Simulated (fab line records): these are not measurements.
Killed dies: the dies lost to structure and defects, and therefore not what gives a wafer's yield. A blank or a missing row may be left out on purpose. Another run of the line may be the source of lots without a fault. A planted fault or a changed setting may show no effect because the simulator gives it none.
fab line records | flow sky130 | part 1 of 2: steps 1 to 31 of 45
record: lots: 5 | wafers: 15 | last-day: 48
route steps=708 shown RES_PROTECT@210 POLY_GATE@213 LDD_N@237
lots untouched by any fault: they come from a run of this same line in which no faults occurred
start-h: hours from the record's first day to the start of the lot's first wafer shown | wait-h: time in hours since the lot's previous step | " unchanged from the row above | L1.1+2: one row covering several wafers at once | - no value present, or no start provided | * or withheld: withheld | < > ~ a bound
route shown NAME@n: names a module that has steps shown in the file, with the first one's number in the route | usual: mean and standard deviation over wafers with no fault | same: alike in all rows | chamber/n: place in a boat | sites: per-site readings | _std_site: the standard deviation of these | _edge_site: the outer-site mean with the inner-site mean subtracted | radius-mm: how far each site lies from the wafer's centre | mask NAME#n: copy n | behind: the last tool/chamber to shape the wafer | hold: why the lot went on hold/how many hours it stayed there/how the hold came to an end | device: names the non-switching transistor (n, p or np) | end of line: tests of these same wafers at the route's end | for a step that has no rows: nothing shown but its recipe | killed: dies lost to structure and defects at the first sort, not the wafer's yield | map: a wafer's dies, x killed, . not, _ none there
set.NAME: the setting the step ran with; set.NAME@STEP: the setting that earlier step ran with | model.NAME: the simulator's own value behind a step, which no gauge read
a table for each step, a row for each wafer; lots at some steps of the route
services: when a tool's chamber went out of use (start-h, in hours from the record's first day, below 0 if earlier), for how many hours, and the reason
== steps ==
step: SKY_RES_PROTECT_EXPOSE_04
recipe: mask-id: RPM | na: 0.6 | source-shape: conventional | sigma-outer: 0.6 | polarization: unpolarized | target-cd-nm: 1270 | dose-mj: 131
lot.wafer  | tool             | chamber | start-h | wait-h | mask
L078.1+2+4 | iline-stepper-01 | 0       | -       | -      | RPM#0
L079.3+4+6 | iline-stepper-01 | 0       | -       | -      | RPM#0
L082.1+4+5 | iline-stepper-01 | 0       | -       | -      | RPM#0
L081.2+3+4 | iline-stepper-02 | 0       | -       | -      | RPM#0
L086.1+4+6 | iline-stepper-01 | 0       | -       | -      | RPM#0
step: SKY_RES_PROTECT_PEB_05
recipe: temp-c: withheld | time-s: * | resist: NOVOLAK
lot.wafer  | tool           | chamber | start-h | wait-h
L078.1+2+4 | litho-track-02 | 0       | -       | -
L079.3+4+6 | litho-track-04 | 0       | -       | -
L082.1+4+5 | litho-track-04 | 0       | -       | -
L081.2+3+4 | litho-track-01 | 0       | -       | -
L086.1+4+6 | litho-track-04 | 0       | -       | -
step: SKY_RES_PROTECT_DEVELOP_06
recipe: resist: NOVOLAK | developer: TMAH | develop-time-s: 60 | dev-temp-c: 23
lot.wafer  | tool           | chamber | start-h | wait-h
L078.1+2+4 | litho-track-02 | 0       | 366.97  | 0.1
L079.3+4+6 | litho-track-04 | 0       | 379.89  | 0.1
L082.1+4+5 | litho-track-04 | 0       | 410.84  | 0.1
L081.2+3+4 | litho-track-01 | 0       | 410.88  | 0.1
L086.1+4+6 | litho-track-04 | 0       | 447.64  | 0.1
step: SKY_POLY_GATE_IMPLANT_02
recipe: species: P | energy-kev: 30 | dose-cm2: 7.7e+15 | tilt-deg: 0
lot.wafer  | tool         | chamber | start-h | wait-h
L078.1+2+4 | implanter-03 | 0       | 367.12  | 0.1
L079.3+4+6 | implanter-03 | 0       | 380.04  | 0.1
L082.1+4+5 | implanter-02 | 0       | 410.99  | 0.1
L081.2+3+4 | implanter-03 | 0       | 411.03  | 0.1
L086.1+4+6 | implanter-03 | 0       | 447.79  | 0.1
step: SKY_RES_PROTECT_STRIP_07
recipe: chemistry: O2/N2 | power-w: 1400 | pressure-mtorr: 1500 | platen-temp-c: withheld | o2-flow-sccm: 3000 | n2-flow-sccm: 300 | overash-fraction: 0.5
usual: drypump-motor-current-A: 5.6/0.35 | oes-product-au: 0.518/0.0048 | strip-time-to-endpoint-s: 23.30/0.053
lot.wafer | tool            | chamber | start-h | wait-h | drypump-motor-current-A | oes-product-au | rf-hours-counter-h | strip-time-to-endpoint-s
L078.1    | plasma-asher-01 | 0       | 367.27  | 0.1    | 5.3                     | 0.515          | 54                 | 23.25
L078.2    | "               | 1       | "       | "      | 5.5                     | 0.516          | 54                 | 23.21
L078.4    | "               | 1       | "       | "      | 5.5                     | 0.516          | -                  | 23.25
L079.3    | plasma-asher-01 | 1       | 380.17  | 0.1    | 5.5                     | 0.517          | -                  | 23.33
L079.4    | "               | 0       | "       | "      | 5.3                     | 0.511          | -                  | 23.33
L079.6    | "               | 0       | "       | "      | 5.3                     | 0.525          | -                  | 23.37
L082.1    | plasma-asher-04 | 1       | 411.14  | 0.1    | 6.2                     | 0.512          | 28                 | 23.37
L082.4    | "               | 0       | "       | "      | 5.8                     | 0.511          | -                  | 23.31
L082.5    | "               | 0       | "       | "      | 5.8                     | 0.521          | -                  | 23.39
L081.2    | plasma-asher-02 | 1       | 411.16  | 0.1    | 5.1                     | 0.519          | 71                 | 23.29
L081.3    | "               | 0       | "       | "      | 5.9                     | 0.525          | -                  | 23.28
L081.4    | "               | 1       | "       | "      | 5.1                     | 0.509          | -                  | 23.30
L086.1    | plasma-asher-04 | 0       | 447.94  | 0.1    | 5.8                     | 0.518          | 32                 | 23.34
L086.4    | "               | 1       | "       | "      | 6.1                     | 0.519          | -                  | 23.36
L086.6    | "               | 0       | "       | "      | 5.8                     | 0.522          | -                  | 23.33
step: SKY_RES_PROTECT_TW_MEAS_08
usual: POLY_GATE_TW: 4026/35
lot.wafer | tool          | chamber | start-h | wait-h | POLY_GATE_TW
L078.1    | film-metro-04 | -       | 367.37  | 0.1    | 4020
L078.2    | "             | -       | "       | "      | 4037
L078.4    | "             | -       | "       | "      | 4033
L079.3    | film-metro-04 | -       | 380.26  | 0.1    | 4043
L079.4    | "             | -       | "       | "      | 4019
L079.6    | "             | -       | "       | "      | 4026
L082.1    | film-metro-04 | -       | 411.24  | 0.1    | 4073
L082.4    | "             | -       | "       | "      | 4063
L082.5    | "             | -       | "       | "      | 4073
L081.2    | film-metro-02 | -       | 411.27  | 0.1    | 4024
L081.3    | "             | -       | "       | "      | 4012
L081.4    | "             | -       | "       | "      | 4027
L086.1    | film-metro-02 | -       | 448.04  | 0.1    | 4021
L086.4    | "             | -       | "       | "      | 4036
L086.6    | "             | -       | "       | "      | 4032
step: SKY_RES_PROTECT_CLEAN_09
recipe: chemistry: SC1/SC2 | mix: 1:4:20 | temp-c: 70 | time-s: 150 | dry: n2-spin
usual: bath-guard-temp-C: 70.3/0.45
lot.wafer | tool         | chamber | start-h | wait-h | bath-guard-temp-C
L078.1    | wet-bench-02 | 1       | 367.43  | 0.1    | 70.6
L078.2    | "            | 1       | "       | "      | 70.5
L078.4    | "            | 1       | "       | "      | 70.9
L079.3    | wet-bench-03 | 3       | 380.30  | 0.0    | 70.2
L079.4    | "            | 3       | "       | "      | 69.9
L079.6    | "            | 3       | "       | "      | 69.6
L082.1    | wet-bench-02 | 1       | 411.30  | 0.1    | 70.6
L082.4    | "            | 1       | "       | "      | 70.8
L082.5    | "            | 1       | "       | "      | 71.0
L081.2    | wet-bench-03 | 3       | 411.32  | 0.0    | 69.9
L081.3    | "            | 3       | "       | "      | 70.2
L081.4    | "            | 3       | "       | "      | 70.3
L086.1    | wet-bench-02 | 0       | 448.10  | 0.1    | 69.3
L086.4    | "            | 0       | "       | "      | 69.8
L086.6    | "            | 0       | "       | "      | 69.9
step: SKY_POLY_GATE_CVD_03
recipe: material: Si3N4 | precursor: DCS/NH3 | target-thk-nm: 75 | temp-c: 770 | time-s: 1290 | pressure-mtorr: 250
lot.wafer  | tool     | chamber | start-h | wait-h
L078.1+2+4 | lpcvd-02 | 1       | 368.90  | 1.4
L079.3+4+6 | lpcvd-02 | 0       | 381.26  | 0.9
L081.2+3+4 | lpcvd-02 | 0       | 412.90  | 1.5
L082.1+4+5 | lpcvd-02 | 0       | 412.90  | 1.5
L086.1+4+6 | lpcvd-02 | 0       | 448.20  | 0.0
step: SKY_POLY_GATE_THK_MEAS_04
recipe: reads: Si3N4_of_POLY_GATE_CVD_03
usual: POLY_GATE_CVD_03_THK: 74.7/0.64
lot.wafer | tool          | chamber | start-h | wait-h | POLY_GATE_CVD_03_THK[nm]
L078.1    | film-metro-01 | -       | 370.26  | 0.0    | 74.4
L078.2    | "             | -       | "       | "      | 74.0
L078.4    | "             | -       | "       | "      | 73.8
L079.3    | film-metro-02 | -       | 382.67  | 0.1    | 74.8
L079.4    | "             | -       | "       | "      | 74.3
L079.6    | "             | -       | "       | "      | 75.2
L082.1    | film-metro-02 | -       | 414.26  | 0.0    | 74.2
L082.4    | "             | -       | "       | "      | 75.0
L082.5    | "             | -       | "       | "      | 74.4
L081.2    | film-metro-01 | -       | 414.27  | 0.0    | 75.3
L081.3    | "             | -       | "       | "      | 75.2
L081.4    | "             | -       | "       | "      | 75.4
L086.1    | film-metro-02 | -       | 449.56  | 0.0    | 75.2
L086.4    | "             | -       | "       | "      | 75.5
L086.6    | "             | -       | "       | "      | 75.2
step: SKY_POLY_GATE_DEHYDRATE_05
recipe: temp-c: 200 | time-s: 60
lot.wafer  | tool           | chamber | start-h | wait-h
L078.1+2+4 | litho-track-03 | 0       | 384.18  | 13.9
L079.3+4+6 | litho-track-03 | 0       | 396.08  | 13.4
L081.2+3+4 | litho-track-02 | 0       | 428.20  | 13.9
L082.1+4+5 | litho-track-04 | 0       | 428.24  | 14.0
L086.1+4+6 | litho-track-03 | 0       | 464.03  | 14.5
step: SKY_POLY_GATE_HMDS_06
recipe: prime-time-s: 60 | prime-temp-c: 120
lot.wafer  | tool           | chamber | start-h | wait-h
L078.1+2+4 | litho-track-03 | 0       | 384.33  | 0.1
L079.3+4+6 | litho-track-03 | 0       | 396.23  | 0.1
L081.2+3+4 | litho-track-02 | 0       | 428.35  | 0.1
L082.1+4+5 | litho-track-04 | 0       | 428.39  | 0.1
L086.1+4+6 | litho-track-03 | 0       | 464.18  | 0.1
step: SKY_POLY_GATE_COAT_07
recipe: resist: BARC | temp-c: withheld | time-s: withheld | spin-rpm: 3000 | resist-thk-nm: 110
lot.wafer  | tool           | chamber | start-h | wait-h
L078.1+2+4 | litho-track-03 | 0       | 384.48  | 0.1
L079.3+4+6 | litho-track-03 | 0       | 396.38  | 0.1
L081.2+3+4 | litho-track-02 | 0       | 428.50  | 0.1
L082.1+4+5 | litho-track-04 | 0       | 428.54  | 0.1
L086.1+4+6 | litho-track-03 | 0       | 464.33  | 0.1
step: SKY_POLY_GATE_COAT_08
recipe: resist: KrF-thick | spin-rpm: 3000 | resist-thk-nm: 450
lot.wafer  | tool           | chamber | start-h | wait-h
L078.1+2+4 | litho-track-03 | 0       | -       | -
L079.3+4+6 | litho-track-03 | 0       | -       | -
L081.2+3+4 | litho-track-02 | 0       | -       | -
L082.1+4+5 | litho-track-04 | 0       | -       | -
L086.1+4+6 | litho-track-03 | 0       | -       | -
step: SKY_POLY_GATE_SOFTBAKE_09
recipe: temp-c: 100 | time-s: 90 | resist: KrF-thick
lot.wafer  | tool           | chamber | start-h | wait-h
L078.1+2+4 | litho-track-03 | 0       | -       | -
L079.3+4+6 | litho-track-03 | 0       | -       | -
L081.2+3+4 | litho-track-02 | 0       | -       | -
L082.1+4+5 | litho-track-04 | 0       | -       | -
L086.1+4+6 | litho-track-03 | 0       | -       | -
step: SKY_POLY_GATE_EXPOSE_10
recipe: mask-id: P1M | na: 0.68 | source-shape: conventional | sigma-outer: 0.6 | target-cd-nm: 150 | dose-mj: 28
lot.wafer  | tool           | chamber | start-h | wait-h | mask
L078.1+2+4 | krf-scanner-02 | 0       | -       | -      | P1M#0
L079.3+4+6 | krf-scanner-01 | 0       | -       | -      | P1M#0
L081.2+3+4 | krf-scanner-01 | 0       | -       | -      | P1M#0
L082.1+4+5 | krf-scanner-02 | 0       | -       | -      | P1M#0
L086.1+4+6 | krf-scanner-02 | 0       | -       | -      | P1M#0
step: SKY_POLY_GATE_PEB_11
recipe: peb-temp-c: withheld | peb-time-s: withheld | resist: KrF-thick
lot.wafer  | tool           | chamber | start-h | wait-h
L078.1+2+4 | litho-track-02 | 0       | -       | -
L079.3+4+6 | litho-track-02 | 0       | -       | -
L081.2+3+4 | litho-track-02 | 0       | -       | -
L082.1+4+5 | litho-track-04 | 0       | -       | -
L086.1+4+6 | litho-track-02 | 0       | -       | -
step: SKY_POLY_GATE_DEVELOP_12
recipe: develop-time-s: 60 | resist: KrF-thick | dev-temp-c: 21
lot.wafer  | tool           | chamber | start-h | wait-h
L078.1+2+4 | litho-track-02 | 0       | -       | -
L079.3+4+6 | litho-track-02 | 0       | -       | -
L081.2+3+4 | litho-track-02 | 0       | -       | -
L082.1+4+5 | litho-track-04 | 0       | -       | -
L086.1+4+6 | litho-track-02 | 0       | -       | -
step: SKY_POLY_GATE_CD_MEAS_13
recipe: target-cd-nm: 150
usual: cd-nm: 150.1/1.4
lot.wafer | tool      | chamber | start-h | wait-h | cd-nm
L078.1    | cd-sem-01 | -       | 399.07  | -      | 151.6
L078.2    | "         | -       | "       | "      | 151.1
L078.4    | "         | -       | "       | "      | 150.1
L079.3    | cd-sem-01 | -       | 411.26  | -      | 149.8
L079.4    | "         | -       | "       | "      | 150.4
L079.6    | "         | -       | "       | "      | 149.2
L081.2    | cd-sem-01 | -       | 444.59  | -      | 152.2
L081.3    | "         | -       | "       | "      | 152.3
L081.4    | "         | -       | "       | "      | 151.4
L082.1    | cd-sem-02 | -       | 444.69  | -      | 148.7
L082.4    | "         | -       | "       | "      | 148.6
L082.5    | "         | -       | "       | "      | 147.1
L086.1    | cd-sem-01 | -       | 479.37  | -      | 152.5
L086.4    | "         | -       | "       | "      | 151.8
L086.6    | "         | -       | "       | "      | 150.9
step: SKY_POLY_GATE_OVL_MEAS_14
usual: POLY_GATE_OVL: 1/5.6
lot.wafer | tool       | chamber | start-h | wait-h | POLY_GATE_OVL[nm]
L078.1    | overlay-01 | -       | 399.19  | 0.1    | -7
L078.2    | "          | -       | "       | "      | -4
L078.4    | "          | -       | "       | "      | 2
L079.3    | overlay-01 | -       | 411.36  | 0.1    | 0
L079.4    | "          | -       | "       | "      | 4
L079.6    | "          | -       | "       | "      | 5
L081.2    | overlay-01 | -       | 444.70  | 0.1    | 5
L081.3    | "          | -       | "       | "      | 7
L081.4    | "          | -       | "       | "      | 1
L082.1    | overlay-02 | -       | 444.81  | 0.1    | -3
L082.4    | "          | -       | "       | "      | -4
L082.5    | "          | -       | "       | "      | 3
L086.1    | overlay-02 | -       | 479.49  | 0.1    | -4
L086.4    | "          | -       | "       | "      | 5
L086.6    | "          | -       | "       | "      | -1
step: SKY_POLY_GATE_ETCH_15
recipe: chemistry: N2/H2 | target: BARC | ion-energy-ev: 200 | source-w: 500 | bias-w: 100 | pressure-mtorr: 30 | n2-flow-sccm: 100 | h2-flow-sccm: 200 | stop-on: SiO2 | time-s: 118.5 | target-depth-a: 1100
usual: drypump-motor-current-A: 5.9/0.43 | oes-product-au: 0.717/0.0045 | rf-fwd-power-W: 497.0/1.7 | throttle-valve-pct: 13.213/0.0084
lot.wafer | tool        | chamber | start-h | wait-h | drypump-motor-current-A | oes-product-au | rf-fwd-power-W | rf-hours-counter-h | throttle-valve-pct
L078.1    | rie-diel-04 | 0       | 399.23  | 0.0    | 5.8                     | 0.723          | 494.5          | 0                  | 13.210
L078.2    | "           | 2       | "       | "      | 5.9                     | 0.718          | 496.6          | 60                 | 13.213
L078.4    | "           | 2       | "       | "      | 5.9                     | 0.711          | 495.0          | -                  | 13.204
L079.3    | rie-diel-03 | 1       | 411.38  | 0.0    | 5.1                     | 0.721          | 499.7          | 56                 | 13.208
L079.4    | "           | 0       | "       | "      | 5.8                     | 0.725          | 495.4          | 6                  | 13.212
L079.6    | "           | 2       | "       | "      | 6.8                     | 0.710          | 495.7          | -                  | 13.207
L081.2    | rie-diel-01 | 0       | 444.73  | 0.0    | 6.3                     | 0.720          | 494.8          | 3                  | 13.204
L081.3    | "           | 2       | "       | "      | 5.4                     | 0.724          | 500.8          | 45                 | 13.198
L081.4    | "           | 1       | "       | "      | 5.2                     | 0.717          | 498.0          | 14                 | 13.218
L082.1    | rie-diel-03 | 2       | 444.84  | 0.0    | 6.8                     | 0.710          | 495.7          | 57                 | 13.218
L082.4    | "           | 0       | "       | "      | 5.8                     | 0.713          | 496.8          | 7                  | 13.196
L082.5    | "           | 3       | "       | "      | 5.5                     | 0.714          | 495.5          | -                  | 13.212
L086.1    | rie-diel-04 | 2       | 479.53  | 0.0    | 5.9                     | 0.709          | 498.4          | 62                 | 13.203
L086.4    | "           | 0       | "       | "      | 5.8                     | 0.721          | 498.3          | 2                  | 13.216
L086.6    | "           | 1       | "       | "      | 5.9                     | 0.719          | 497.2          | -                  | 13.208
step: SKY_POLY_GATE_ETCH_16
recipe: stop-on: poly-Si | chemistry: CH3F/O2 | target: Si3N4 | source-w: 400 | bias-w: 80 | pressure-mtorr: 25 | ch3f-flow-sccm: 40 | O2_flow_sccm: 30 | time-s: 147.5 | target-depth-a: 750
usual: drypump-motor-current-A: 5.9/0.42 | oes-product-au: 0.639/0.0054 | rf-fwd-power-W: 397.9/1.2 | throttle-valve-pct: 10.536/0.0092
lot.wafer | tool        | chamber | start-h | wait-h | drypump-motor-current-A | oes-product-au | rf-fwd-power-W | rf-hours-counter-h | throttle-valve-pct
L078.1    | rie-diel-04 | 0       | 399.35  | 0.1    | 5.8                     | 0.639          | 396.3          | 0                  | 10.530
L078.2    | "           | 2       | "       | "      | 5.9                     | 0.631          | 397.4          | 60                 | 10.531
L078.4    | "           | 2       | "       | "      | 5.9                     | 0.633          | 396.4          | -                  | 10.550
L079.3    | rie-diel-03 | 1       | 411.46  | 0.0    | 5.1                     | 0.638          | 397.6          | 56                 | 10.525
L079.4    | "           | 0       | "       | "      | 5.8                     | 0.632          | 396.8          | 6                  | 10.544
L079.6    | "           | 2       | "       | "      | 6.7                     | 0.642          | 399.4          | -                  | 10.533
L081.2    | rie-diel-01 | 0       | 444.81  | 0.0    | 6.3                     | 0.639          | 395.2          | 3                  | 10.522
L081.3    | "           | 2       | "       | "      | 5.4                     | 0.646          | 398.9          | 45                 | 10.539
L081.4    | "           | 1       | "       | "      | 5.2                     | 0.648          | 397.5          | 14                 | 10.543
L082.1    | rie-diel-03 | 2       | 444.93  | 0.0    | 6.7                     | 0.630          | 399.5          | 57                 | 10.548
L082.4    | "           | 0       | "       | "      | 5.8                     | 0.639          | 397.8          | 7                  | 10.543
L082.5    | "           | 3       | "       | "      | 5.5                     | 0.649          | 397.5          | -                  | 10.530
L086.1    | rie-diel-04 | 2       | 479.61  | 0.0    | 5.9                     | 0.647          | 397.5          | 62                 | 10.506
L086.4    | "           | 0       | "       | "      | 5.8                     | 0.639          | 397.0          | 2                  | 10.530
L086.6    | "           | 1       | "       | "      | 5.9                     | 0.649          | 400.0          | -                  | 10.537
step: SKY_POLY_GATE_ETCH_17
recipe: target-depth-nm: 180 | stop-on: SiO2 | over-etch-frac: 0.56667 | chemistry: HBr/Cl2 | target: poly-Si | icp-w: 400 | bias-w: 100 | pressure-mtorr: 10 | HBr_flow_sccm: 150 | Cl2_flow_sccm: 50 | time-s: 70.5
usual: drypump-motor-current-A: 5.8/0.34 | mfc-cl2-sccm: 50.01/0.15 | oes-product-au: 0.988/0.0062 | rf-fwd-power-W: 396.8/1.5 | throttle-valve-pct: 33.683/0.009
lot.wafer | tool      | chamber | start-h | wait-h | drypump-motor-current-A | mfc-cl2-sccm | oes-product-au | rf-fwd-power-W | rf-hours-counter-h | throttle-valve-pct
L078.1    | rie-si-02 | 3       | 399.50  | 0.1    | 5.5                     | 50.04        | 0.986          | 396.0          | 67                 | 33.686
L078.2    | "         | 0       | "       | "      | 6.2                     | 49.90        | 0.984          | 397.7          | 5                  | 33.685
L078.4    | "         | 3       | "       | "      | 5.5                     | 50.00        | 0.989          | 398.1          | -                  | 33.685
L079.3    | rie-si-01 | 1       | 411.56  | 0.0    | 5.9                     | 49.99        | 0.993          | 396.2          | 1                  | 33.678
L079.4    | "         | 2       | "       | "      | 6.0                     | 50.00        | 0.995          | 395.0          | 51                 | 33.674
L079.6    | "         | 1       | "       | "      | 5.9                     | 49.88        | 1.002          | 395.3          | -                  | 33.679
L081.2    | rie-si-01 | 1       | 444.91  | 0.0    | 5.8                     | 50.09        | 0.989          | 396.2          | 1                  | 33.682
L081.3    | "         | 0       | "       | "      | 6.2                     | 49.85        | 0.986          | 396.4          | 2                  | 33.692
L081.4    | "         | 3       | "       | "      | 5.7                     | 50.10        | 0.980          | 398.1          | 0                  | 33.695
L082.1    | rie-si-02 | 2       | 445.02  | 0.0    | 5.9                     | 50.26        | 1.007          | 396.2          | 44                 | 33.680
L082.4    | "         | 3       | "       | "      | 5.5                     | 49.91        | 0.983          | 395.8          | 68                 | 33.692
L082.5    | "         | 0       | "       | "      | 6.2                     | 50.21        | 0.990          | 394.3          | -                  | 33.686
L086.1    | rie-si-01 | 2       | 479.71  | 0.0    | 6.0                     | 49.87        | 0.998          | 394.5          | 52                 | 33.687
L086.4    | "         | 1       | "       | "      | 5.9                     | 50.09        | 0.986          | 398.6          | 1                  | 33.686
L086.6    | "         | 2       | "       | "      | 6.0                     | 49.81        | 0.985          | 395.7          | -                  | 33.680
step: SKY_POLY_GATE_STRIP_18
recipe: chemistry: O2/N2 | power-w: 1400 | pressure-mtorr: 1500 | platen-temp-c: withheld | o2-flow-sccm: 3000 | n2-flow-sccm: 300 | overash-fraction: 0.5
usual: drypump-motor-current-A: 5.61/0.26 | oes-product-au: 0.361/0.0044 | strip-time-to-endpoint-s: 3.180/0.029
lot.wafer | tool            | chamber | start-h | wait-h | drypump-motor-current-A | oes-product-au | rf-hours-counter-h | strip-time-to-endpoint-s
L078.1    | plasma-asher-03 | 0       | 399.56  | 0.0    | 5.77                    | 0.367          | 71                 | 3.224
L078.2    | "               | 1       | "       | "      | 5.45                    | 0.358          | 71                 | 3.205
L078.4    | "               | 1       | "       | "      | 5.44                    | 0.356          | -                  | 3.202
L079.3    | plasma-asher-01 | 0       | 411.65  | 0.1    | 5.31                    | 0.359          | -                  | 3.178
L079.4    | "               | 1       | "       | "      | 5.53                    | 0.362          | -                  | 3.186
L079.6    | "               | 1       | "       | "      | 5.55                    | 0.359          | -                  | 3.149
L081.2    | plasma-asher-01 | 1       | 444.97  | 0.0    | 5.56                    | 0.361          | 62                 | 3.173
L081.3    | "               | 1       | "       | "      | 5.57                    | 0.359          | -                  | 3.186
L081.4    | "               | 0       | "       | "      | 5.30                    | 0.362          | -                  | 3.128
L082.1    | plasma-asher-03 | 0       | 445.08  | 0.0    | 5.69                    | 0.367          | 76                 | 3.142
L082.4    | "               | 0       | "       | "      | 5.72                    | 0.368          | -                  | 3.139
L082.5    | "               | 0       | "       | "      | 5.68                    | 0.357          | -                  | 3.131
L086.1    | plasma-asher-01 | 0       | 479.77  | 0.0    | 5.29                    | 0.354          | 66                 | 3.164
L086.4    | "               | 1       | "       | "      | 5.56                    | 0.362          | -                  | 3.198
L086.6    | "               | 0       | "       | "      | 5.32                    | 0.354          | -                  | 3.162
step: SKY_POLY_GATE_CLEAN_19
recipe: chemistry: SC1/SC2 | mix: 1:4:20 | temp-c: 70 | time-s: 150 | dry: n2-spin
usual: bath-guard-temp-C: 70.2/0.52
lot.wafer | tool         | chamber | start-h | wait-h | bath-guard-temp-C
L078.1    | wet-bench-01 | 0       | 399.66  | 0.1    | 70.9
L078.2    | "            | 0       | "       | "      | 70.9
L078.4    | "            | 0       | "       | "      | 71.3
L079.3    | wet-bench-04 | 0       | 411.72  | 0.0    | 70.3
L079.4    | "            | 0       | "       | "      | 70.3
L079.6    | "            | 0       | "       | "      | 69.8
L081.2    | wet-bench-04 | 3       | 445.07  | 0.1    | 69.4
L081.3    | "            | 3       | "       | "      | 70.2
L081.4    | "            | 3       | "       | "      | 69.9
L082.1    | wet-bench-02 | 0       | 445.18  | 0.1    | 69.9
L082.4    | "            | 0       | "       | "      | 69.7
L082.5    | "            | 0       | "       | "      | 69.7
L086.1    | wet-bench-02 | 1       | 479.87  | 0.1    | 71.0
L086.4    | "            | 1       | "       | "      | 71.0
L086.6    | "            | 1       | "       | "      | 70.5
step: SKY_POLY_GATE_OXIDATION_20
recipe: temp-c: 850 | ambient: O2 | stabilise-s: 600 | purge-s: 300 | target-thk-a: 40 | ox-time-s: 899
lot.wafer  | tool       | chamber | start-h | wait-h
L078.1+2+4 | furnace-01 | 0       | 401.45  | 1.7
L079.3+4+6 | furnace-02 | 0       | 414.34  | 2.6
L081.2+3+4 | furnace-01 | 0       | 446.84  | 1.7
L082.1+4+5 | furnace-01 | 0       | 446.84  | 1.6
L086.1+4+6 | furnace-01 | 0       | 482.96  | 3.0
step: SKY_POLY_GATE_THK_MEAS_21
recipe: reads: SiO2_of_POLY_GATE_OXIDATION_20
usual: POLY_GATE_OXIDATION_THK: 4.04/0.069
lot.wafer | tool          | chamber | start-h | wait-h | POLY_GATE_OXIDATION_THK[nm]
L078.1    | film-metro-04 | -       | 402.70  | 0.0    | 4.11
L078.2    | "             | -       | "       | "      | 4.08
L078.4    | "             | -       | "       | "      | 4.07
L079.3    | film-metro-01 | -       | 415.61  | 0.0    | 4.04
L079.4    | "             | -       | "       | "      | 4.12
L079.6    | "             | -       | "       | "      | 3.95
L082.1    | film-metro-02 | -       | 448.10  | 0.0    | 4.03
L082.4    | "             | -       | "       | "      | 3.97
L082.5    | "             | -       | "       | "      | 3.98
L081.2    | film-metro-04 | -       | 448.14  | 0.1    | 4.01
L081.3    | "             | -       | "       | "      | 3.93
L081.4    | "             | -       | "       | "      | 4.03
L086.1    | film-metro-04 | -       | 484.21  | 0.0    | 4.08
L086.4    | "             | -       | "       | "      | 4.18
L086.6    | "             | -       | "       | "      | 4.12
step: SKY_POLY_GATE_CD_MEAS_22
usual: cd-nm: 150.5/1.7
lot.wafer | tool      | chamber | start-h | wait-h | cd-nm
L078.1    | cd-sem-02 | -       | 402.76  | 0.1    | 149.7
L078.2    | "         | -       | "       | "      | 154.2
L078.4    | "         | -       | "       | "      | 153.0
L079.3    | cd-sem-02 | -       | 415.71  | 0.1    | 150.2
L079.4    | "         | -       | "       | "      | 150.3
L079.6    | "         | -       | "       | "      | 151.4
L082.1    | cd-sem-02 | -       | 448.16  | 0.1    | 150.1
L082.4    | "         | -       | "       | "      | 149.6
L082.5    | "         | -       | "       | "      | 148.3
L081.2    | cd-sem-02 | -       | 448.36  | 0.2    | 154.1
L081.3    | "         | -       | "       | "      | 152.4
L081.4    | "         | -       | "       | "      | 151.7
L086.1    | cd-sem-01 | -       | 484.27  | 0.1    | 156.0
L086.4    | "         | -       | "       | "      | 152.5
L086.6    | "         | -       | "       | "      | 151.6
step: SKY_LDD_N_DEHYDRATE_00
recipe: temp-c: 200 | time-s: 60
lot.wafer  | tool           | chamber | start-h | wait-h
L078.1+2+4 | litho-track-03 | 0       | 416.58  | 13.8
L079.3+4+6 | litho-track-01 | 0       | 429.86  | 14.1
L082.1+4+5 | litho-track-01 | 0       | 462.01  | 13.8
L081.2+3+4 | litho-track-02 | 0       | 462.90  | 14.5
L086.1+4+6 | litho-track-03 | 0       | 498.98  | 14.7
step: SKY_LDD_N_HMDS_01
recipe: prime-time-s: 60 | prime-temp-c: 120
lot.wafer  | tool           | chamber | start-h | wait-h
L078.1+2+4 | litho-track-03 | 0       | 416.73  | 0.1
L079.3+4+6 | litho-track-01 | 0       | 430.01  | 0.1
L082.1+4+5 | litho-track-01 | 0       | 462.16  | 0.1
L081.2+3+4 | litho-track-02 | 0       | 463.05  | 0.1
L086.1+4+6 | litho-track-03 | 0       | 499.13  | 0.1
step: SKY_LDD_N_COAT_02
recipe: resist: NOVOLAK | spin-rpm: 3000 | resist-thk-nm: 300
lot.wafer  | tool           | chamber | start-h | wait-h
L078.1+2+4 | litho-track-03 | 0       | 416.88  | 0.1
L079.3+4+6 | litho-track-01 | 0       | 430.16  | 0.1
L082.1+4+5 | litho-track-01 | 0       | 462.31  | 0.1
L081.2+3+4 | litho-track-02 | 0       | 463.20  | 0.1
L086.1+4+6 | litho-track-03 | 0       | 499.28  | 0.1
step: SKY_LDD_N_SOFTBAKE_03
recipe: temp-c: 90 | time-s: 60 | resist: NOVOLAK
lot.wafer  | tool           | chamber | start-h | wait-h
L078.1+2+4 | litho-track-03 | 0       | 417.03  | 0.1
L079.3+4+6 | litho-track-01 | 0       | 430.31  | 0.1
L082.1+4+5 | litho-track-01 | 0       | 462.46  | 0.1
L081.2+3+4 | litho-track-02 | 0       | 463.35  | 0.1
L086.1+4+6 | litho-track-03 | 0       | 499.43  | 0.1
